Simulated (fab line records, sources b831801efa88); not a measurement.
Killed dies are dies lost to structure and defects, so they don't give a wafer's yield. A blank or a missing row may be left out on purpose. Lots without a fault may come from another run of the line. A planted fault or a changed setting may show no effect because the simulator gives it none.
fab line records | flow sky130
record lots=13 wafers=37 last_day=50
route steps=708 shown VIA1@479 PAD_OPEN@708
lots that met no fault: from a run of the same line without faults
start_h: hours from the record's first day to the start of the lot's first wafer shown | wait_h: hours since the lot's step before | " the same as in the row above | L1.1+2: a row that stands for several wafers | - no value, or no start given | * or withheld: withheld | < > ~ a bound
route shown NAME@n: a module of which the file shows steps, and the number in the route of the first | usual: mean/standard deviation of fault-free wafers | same: alike in all rows | chamber/n: place in a boat | sites: the reading at each site | _std_site: their standard deviation | _edge_site: outer sites' mean less inner sites' | radius_mm: how far each site lies from the wafer's centre | mask NAME#n: copy n | behind: the tool/chamber that last shaped the wafer | hold: why the lot was held/for how many hours/how that ended | device: the transistor (n, p or np) that didn't switch | end of line: the same wafers' tests at the end of the route | a step without rows: its recipe alone | killed: dies lost to structure and defects at the first sort, not the wafer's yield | map: a wafer's dies, x killed, . not, _ none there
set.NAME: the setting as run; set.NAME@STEP: as run at that earlier step | model.NAME: the simulator's own value behind a step, which no gauge read
steps of the route over a sample of lots; a table a step, a row a wafer
services: from which hour (start_h, from the record's first day; less than 0 if before it) a tool's chamber was out of use, for how many hours, and why
## steps
# step SKY_VIA1_CVD_21
# recipe material=W target_thk_nm=270 time_s=80.902 temp_c=400 pressure_torr=40
# usual heater_power_w=845/89
# columns lot.wafer tool chamber start_h wait_h heater_power_w
L407.1 cvd_w-02 1 779.60 0.0 762
L407.3 " 1 " " 755
L407.5 " 1 " " 765
L408.1 cvd_w-02 1 794.03 0.0 781
L408.3 " 1 " " 770
L408.4 " 0 " " 945
L413.2 cvd_w-02 0 846.03 0.0 959
L413.4 " 0 " " 954
L413.6 " 1 " " 738
L412.3 cvd_w-02 1 849.11 0.1 769
L412.4 " 0 " " 916
L412.6 " 1 " " 752
L416.2 cvd_w-02 0 859.68 0.0 940
L416.3 " 1 " " 756
L416.5 " 0 " " 937
L417.1 cvd_w-01 0 864.07 0.0 978
L417.2 " 1 " " 762
L417.4 " 0 " " 981
L418.2 cvd_w-02 0 873.40 0.0 923
L418.6 " 0 " " 918
L419.2 cvd_w-02 1 880.33 0.0 765
L419.6 " 0 " " 932
L425.1 cvd_w-02 1 931.54 0.0 761
L425.4 " 0 " " 938
L425.6 " 0 " " 921
L427.1 cvd_w-02 1 940.68 0.0 790
L427.3 " 0 " " 923
L427.5 " 1 " " 770
L426.1 cvd_w-02 0 942.03 0.0 922
L426.4 " 0 " " 909
L426.6 " 0 " " 953
L428.2 cvd_w-01 0 943.44 0.0 910
L428.4 " 1 " " 712
L428.5 " 0 " " 932
L429.2 cvd_w-02 1 955.47 0.0 787
L429.3 " 1 " " 764
L429.6 " 1 " " 787
# step SKY_VIA1_RS_MEAS_22
# recipe thk_meas_gauge=four-point-probe reads=W_of_VIA1_CVD_21+TiN_of_VIA1_SPUTTER_20
# usual VIA1_W_RS=0.426/0.0066
# columns lot.wafer tool chamber start_h wait_h VIA1_W_RS[ohm/sq]
L407.1 film_metro-02 - 779.70 0.1 0.426
L407.3 " - " " 0.432
L407.5 " - " " 0.429
L408.1 film_metro-02 - 794.12 0.1 0.429
L408.3 " - " " 0.435
L408.4 " - " " 0.422
L413.2 film_metro-01 - 846.14 0.1 0.431
L413.4 " - " " 0.430
L413.6 " - " " 0.435
L412.3 film_metro-01 - 849.21 0.1 0.438
L412.4 " - " " 0.434
L412.6 " - " " 0.438
L416.2 film_metro-02 - 859.79 0.1 0.434
L416.3 " - " " 0.427
L416.5 " - " " 0.319
L417.1 film_metro-02 - 864.16 0.1 0.427
L417.2 " - " " 0.427
L417.4 " - " " 0.427
L418.2 film_metro-02 - 873.51 0.1 0.421
L418.6 " - " " 0.312
L419.2 film_metro-02 - 880.44 0.1 0.426
L419.6 " - " " 0.315
L425.1 film_metro-01 - 931.64 0.1 0.427
L425.4 " - " " 0.424
L425.6 " - " " 0.425
L427.1 film_metro-01 - 940.77 0.1 0.417
L427.3 " - " " 0.431
L427.5 " - " " 0.418
L426.1 film_metro-03 - 942.12 0.1 0.420
L426.4 " - " " 0.419
L426.6 " - " " 0.423
L428.2 film_metro-02 - 943.55 0.1 0.420
L428.4 " - " " 0.420
L428.5 " - " " 0.425
L429.2 film_metro-02 - 955.58 0.1 0.409
L429.3 " - " " 0.407
L429.6 " - " " 0.405
# step SKY_VIA1_THK_MEAS_23
# recipe thk_meas_gauge=xrf reads=W_of_VIA1_CVD_21
# usual VIA1_W_THK=265/4.7
# columns lot.wafer tool chamber start_h wait_h VIA1_W_THK[nm]
L407.1 film_metro-02 - 779.82 0.1 263
L407.3 " - " " 261
L407.5 " - " " 261
L408.1 film_metro-02 - 794.24 0.1 263
L408.3 " - " " 259
L408.4 " - " " 267
L413.2 film_metro-01 - 846.25 0.1 263
L413.4 " - " " 264
L413.6 " - " " 260
L412.3 film_metro-01 - 849.31 0.1 261
L412.4 " - " " 263
L412.6 " - " " 260
L416.2 film_metro-02 - 859.90 0.1 260
L416.3 " - " " 263
L416.5 " - " " 353
L417.1 film_metro-02 - 864.28 0.1 267
L417.2 " - " " 266
L417.4 " - " " 265
L418.2 film_metro-02 - 873.62 0.1 270
L418.6 " - " " 363
L419.2 film_metro-02 - 880.55 0.1 265
L419.6 " - " " 360
L425.1 film_metro-01 - 931.76 0.1 265
L425.4 " - " " 267
L425.6 " - " " 267
L427.1 film_metro-01 - 940.89 0.1 273
L427.3 " - " " 264
L427.5 " - " " 273
L426.1 film_metro-03 - 942.24 0.1 267
L426.4 " - " " 267
L426.6 " - " " 267
L428.2 film_metro-02 - 943.66 0.1 269
L428.4 " - " " 268
L428.5 " - " " 267
L429.2 film_metro-02 - 955.69 0.1 276
L429.3 " - " " 277
L429.6 " - " " 278
# step SKY_VIA1_CMP_24
# recipe stop_on=SiO2 t_overpolish_s=15 down_force_psi=3.5 platen_rpm=60 target_thk_nm=0 pad_velocity_m_s=0.94248
# usual motor_current_A=11.7/1.4 time_to_endpoint_s=65/3.2
# columns lot.wafer tool chamber start_h wait_h motor_current_A time_to_endpoint_s
L407.3 cmp-01 2 779.93 0.1 12.4 67
L407.1 " 3 " " 13.4 63
L407.5 " 2 " " 12.9 64
L408.1 cmp-02 0 794.35 0.1 9.8 59
L408.4 " 1 " " 11.3 64
L408.3 " 2 " " 10.8 62
L413.4 cmp-02 1 846.30 0.0 12.1 63
L413.2 " 2 " " 10.3 65
L413.6 " 1 " " 11.9 65
L412.4 cmp-01 2 849.40 0.1 13.3 69
L412.3 " 0 " " 10.3 67
L412.6 " 2 " " 13.1 66
L416.3 cmp-02 1 860.05 0.1 11.6 63
L416.2 " 2 " " 10.8 63
L416.5 " 0 " " 9.7 80
L417.2 cmp-01 0 864.34 0.0 10.2 66
L417.4 " 1 " " 13.9 63
L417.1 " 2 " " 12.5 68
L418.2 cmp-02 1 873.77 0.1 12.0 64
L418.6 " 3 " " 10.1 88
L419.2 cmp-02 3 880.70 0.1 9.8 61
L419.6 " 2 " " 11.1 87
L425.1 cmp-02 3 931.92 0.1 10.2 64
L425.4 " 0 " " 9.1 62
L425.6 " 2 " " 10.5 65
L427.3 cmp-01 3 941.00 0.1 13.8 62
L427.1 " 1 " " 12.9 66
L427.5 " 2 " " 13.2 64
L426.1 cmp-02 2 942.30 0.1 10.6 63
L426.4 " 0 " " 10.0 58
L426.6 " 3 " " 10.3 62
L428.4 cmp-01 3 943.81 0.1 14.2 67
L428.2 " 0 " " 10.2 68
L428.5 " 1 " " 12.9 64
L429.2 cmp-01 3 956.02 0.3 13.1 69
L429.3 " 0 " " 10.5 68
L429.6 " 2 " " 13.4 71
# step SKY_PAD_OPEN_PROBE_99
# usual defect_limited_yield=82.6/1.8 killed_at_M0_to_M3=43/7 killed_at_M4_up=3.4/1.9 killed_at_contacts=24/5.4 killed_at_front_end=15/4.4 killed_at_other=0.4/0.63 killed_dies=86/9.1 killed_open=46/6.6 killed_short=39/6.6 sort_bin_3_pad_short=0.9/0.46 sort_bin_5_function=10.3/1.4 sort_bin_6_memory=6.2/1.1 sort_n_pass=406/9.1 sort_yield_pct=82.6/1.8
# same gross_dies=492 killed_at_back_side=0 sort_bin_4_leakage[%]=0 sort_bin_8_speed[%]=0
# columns lot.wafer tool chamber start_h wait_h defect_limited_yield[%] killed_at_M0_to_M3 killed_at_M4_up killed_at_contacts killed_at_front_end killed_at_other killed_dies killed_open killed_short sort_bin_3_pad_short[%] sort_bin_5_function[%] sort_bin_6_memory[%] sort_n_pass sort_yield_pct[%]
L416.5 prober-01 - 1129.28 0.2 84.8 35 4 20 16 0 75 46 28 0.8 9.1 5.3 417 84.8
# killed by level:class
L416.5 VIA3:geometric_particle:open=9 CONTACT:geometric_particle:open=8 VIA1:geometric_particle:open=8 FIELD_ISO:geometric_particle:short=7 LI_CONTACT:geometric_particle:open=6 VIA1:geometric_particle:short=6 FIELD_ISO:geometric_particle:open=5 METAL2:geometric_particle:short=3
## services
# columns tool chamber start_h hours kind
cvd_w-01 - 786.09 0.6 repair
cmp-01 - 802.36 3.0 repair
cmp-02 - 804.24 1.8 repair
cmp-02 - 817.19 6.6 pm
cvd_w-01 - 822.85 1.1 repair
cmp-01 - 834.26 2.6 repair
cmp-02 - 868.94 3.0 repair
cvd_w-01 - 881.53 6.9 pm
cmp-02 - 888.41 8.2 pm
cmp-01 - 893.89 1.3 repair
cvd_w-01 - 904.00 14.0 pm
cvd_w-01 0 904.00 14.0 vent_cycle
cvd_w-01 1 904.00 14.0 vent_cycle
cvd_w-01 0 918.00 - clean
cvd_w-01 1 918.00 - clean
cmp-02 - 919.52 4.0 pm
cmp-02 - 923.52 - consumable_replace:conditioner
cmp-02 - 923.52 - consumable_replace:pad
cvd_w-02 1 940.41 - calibration
cvd_w-01 - 944.76 14.6 pm
## key
first_sign step=SKY_VIA1_RS_MEAS_22 reading=VIA1_W_RS direction=down sigmas=17 usual=0.426 struck=0.315
effect step=SKY_VIA1_THK_MEAS_23 reading=VIA1_W_THK direction=up sigmas=20 usual=265 struck=358
effect step=SKY_VIA1_CMP_24 reading=time_to_endpoint_s direction=up sigmas=6.1 usual=* struck=*
met_at SKY_VIA1_CVD_21
struck_lots L416,L418,L419
struck_wafers L416.5,L418.6,L419.6
onset_between 849.11 859.68
fault kind=process_parameter_drift tool=cvd_w-02 chamber=- onset_h=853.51 steps=SKY_VIA1_CVD_21 channel=target_thk_nm offset=93.966 shape=step end_h=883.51 scope=struck_wafers_only acts_in=these_recipes_only stated=270
